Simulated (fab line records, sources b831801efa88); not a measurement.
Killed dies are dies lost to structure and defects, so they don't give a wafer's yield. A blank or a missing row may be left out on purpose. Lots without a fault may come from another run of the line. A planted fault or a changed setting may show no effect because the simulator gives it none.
A struck lot beside a sound one | flow sky130 | 35 steps out of a route of 708
Sound: wafers L294.4, L294.5, L294.6. Struck: wafer L281.1. (L281.3 of the same lot was not struck and is left out.) The cause comes at the end.
At each step with rows: each side's tool, then ch and its chambers, then its first start. Under that, the readings that differ: sound wafers | struck wafers | difference of the means | sigmas: that difference in standard deviations of wafers without a fault.
alike: readings whose means differ by less than 2 such deviations, and words and numbers that are the same on both sides. not compared: withheld readings, readings that some wafer has no value for, bounds like >300 that may hide the same value, and numbers for which the record gives no deviation and whose values overlap.
The two part at a step that has a row with sigmas, a row that says differs or no value, or rows on one side only. Numbers that don't overlap but have no deviation are shown without sigmas and don't part them. A reading that every wafer of one side lacks parts them only if that side has two wafers or more.

SKY_VIA1_CD_MEAS_12: target cd 150 nm.
  sound on cd_sem-02, day 39 19:12; struck on cd_sem-02, day 35 07:16
  alike: cd_nm
SKY_VIA1_OVL_MEAS_13:
  sound on overlay-01, day 39 19:17; struck on overlay-02, day 35 07:23
  reading       | sound | struck | difference | sigmas
  VIA1_OVL (nm) | 6 4 6 | -11    | -16        | -3
then, 8 steps without rows for these wafers: SKY_VIA1_ETCH_14 (etches BARC in N2/H2, stops on SiO2, time 45.9 s, target depth 60 nm); SKY_VIA1_ETCH_15 (etches SiO2 in C4F8/O2/Ar, stops on TiN, target depth 351 nm, time 54 s); SKY_VIA1_STRIP_16 (strips in O2/N2); SKY_VIA1_STRIP_17 (strips in post etch residue remover, time 1200 s); SKY_VIA1_CLEAN_18 (cleans in IPA, time 180 s); SKY_VIA1_CLEAN_19 (cleans in O3/DIW); SKY_VIA1_SPUTTER_20 (material TiN, target thk 20 nm, time 80 s); SKY_VIA1_CVD_21 (deposits W, target thk 270 nm, time 80.902 s).
SKY_VIA1_RS_MEAS_22: measures by four-point-probe.
  sound on film_metro-01, day 39 20:11; struck on film_metro-03, day 35 08:16
  alike: VIA1_W_RS
SKY_VIA1_THK_MEAS_23: measures by xrf.
  sound on film_metro-01, day 39 20:17; struck on film_metro-03, day 35 08:23
  alike: VIA1_W_THK
SKY_VIA1_CMP_24: polishes, stops on SiO2, t overpolish 15 s, target thk 0 nm.
  sound on cmp-01 ch 2,3, day 39 20:29; struck on cmp-02 ch 3, day 35 08:29
  reading                                  | sound             | struck | difference | sigmas
  time_to_endpoint_s (s)                   | 65.2 65.6 67.3    | 32.6   | -33.4      | -15
  model.SiO2_of_VIA1_HDPCVD_00.thk_nm (nm) | 341.7 342.1 341.5 | 338.3  | -3.5       |
  alike: motor_current_A, overpolish_run_s
SKY_METAL2_SPUTTER_00: material Ti, target thk 15 nm, time 10 s.
  sound on pvd_sputter-02, day 39 20:44; struck on pvd_sputter-02, day 35 08:44
  alike: throttle_valve_pct
then, 2 steps without rows for these wafers: SKY_METAL2_SPUTTER_01 (material TiN, target thk 20 nm, time 16.7 s); SKY_METAL2_SPUTTER_02 (material AlCu, target thk 250 nm, time 13.3 s).
SKY_METAL2_SPUTTER_03: material Ti, target thk 5 nm, time 3.3 s.
  sound on pvd_sputter-02, day 39 20:49; struck on pvd_sputter-02, day 35 08:49
  alike: throttle_valve_pct
then, 1 step without rows for these wafers: SKY_METAL2_SPUTTER_04 (material TiN, target thk 70 nm, time 58.3 s).
SKY_METAL2_RS_MEAS_05: measures by four-point-probe.
  sound on film_metro-01, day 39 20:56; struck on film_metro-02, day 35 08:53
  alike: METAL2_ALCU_RS
SKY_METAL2_THK_MEAS_06: measures by xrf.
  sound on film_metro-01, day 39 21:01; struck on film_metro-02, day 35 09:00
  alike: METAL2_ALCU_THK
then, 8 steps without rows for these wafers: SKY_METAL2_DEHYDRATE_07 (time 60 s); SKY_METAL2_HMDS_08 (prime time 60 s); SKY_METAL2_COAT_09 (resist thk 60 nm); SKY_METAL2_COAT_10 (resist thk 450 nm); SKY_METAL2_SOFTBAKE_11 (time 90 s); SKY_METAL2_EXPOSE_12 (exposes mask MM2, target cd 140 nm); SKY_METAL2_PEB_13; SKY_METAL2_DEVELOP_14 (develop time 60 s).
SKY_METAL2_CD_MEAS_15: target cd 140 nm.
  sound on cd_sem-01, day 40 21:28; struck on cd_sem-02, day 36 11:14
  alike: cd_nm
SKY_METAL2_OVL_MEAS_16:
  sound on overlay-02, day 40 21:32; struck on overlay-02, day 36 11:22
  alike: METAL2_OVL
SKY_METAL2_DESCUM_17: chemistry O2, time 8 s.
  sound on rie_metal-01 ch 0,1, day 40 21:34; struck on rie_metal-01 ch 0, day 36 11:25
  reading                | sound | struck | difference                   | sigmas
  rf_hours_counter_h (h) | - - - | 16     | no value on the sound wafers |
  alike: drypump_motor_current_A, oes_product_au
SKY_METAL2_ETCH_18: etches BARC in N2/H2, stops on SiO2, time 45.9 s, target depth 60 nm.
  sound on rie_metal-01 ch 0,1, day 40 21:37; struck on rie_metal-01 ch 0, day 36 11:26
  reading                | sound | struck | difference                   | sigmas
  rf_hours_counter_h (h) | - - - | 16     | no value on the sound wafers |
  alike: drypump_motor_current_A, oes_product_au, throttle_valve_pct
SKY_METAL2_METAL_ETCH_19: etches the open film in Cl2/BCl3, stops on SiO2, target depth 360 nm, time 78 s.
  sound on rie_metal-01 ch 0,1, day 40 21:41; struck on rie_metal-01 ch 0, day 36 11:31
  reading                                  | sound             | struck | difference                   | sigmas
  rf_hours_counter_h (h)                   | - - -             | 16     | no value on the sound wafers |
  model.SiO2_of_VIA1_HDPCVD_00.thk_nm (nm) | 330.8 331.1 330.6 | 327.4  | -3.4                         |
  alike: drypump_motor_current_A, oes_product_au, throttle_valve_pct
SKY_METAL2_STRIP_20: strips in O2/N2.
  sound on plasma_asher-01 ch 0,1, day 40 21:47; struck on plasma_asher-04 ch 0, day 36 11:36
  reading                | sound | struck | difference                   | sigmas
  rf_hours_counter_h (h) | - - - | 74     | no value on the sound wafers |
  alike: drypump_motor_current_A, oes_product_au, strip_time_to_endpoint_s
-- the record jumps here: 10 days lie between the struck wafers' starts before and after (it left off in module METAL2 and takes up again in module PAD_OPEN, whose first step shown is number 708 of the route) --
SKY_PAD_OPEN_PROBE_99:
  the record has rows for the struck wafers here (prober-02, day 46 22:45) and none for the sound ones

WHERE THEY PART
First at SKY_VIA1_OVL_MEAS_13; last, within this record, at SKY_PAD_OPEN_PROBE_99.

WHY: what the simulator had put in
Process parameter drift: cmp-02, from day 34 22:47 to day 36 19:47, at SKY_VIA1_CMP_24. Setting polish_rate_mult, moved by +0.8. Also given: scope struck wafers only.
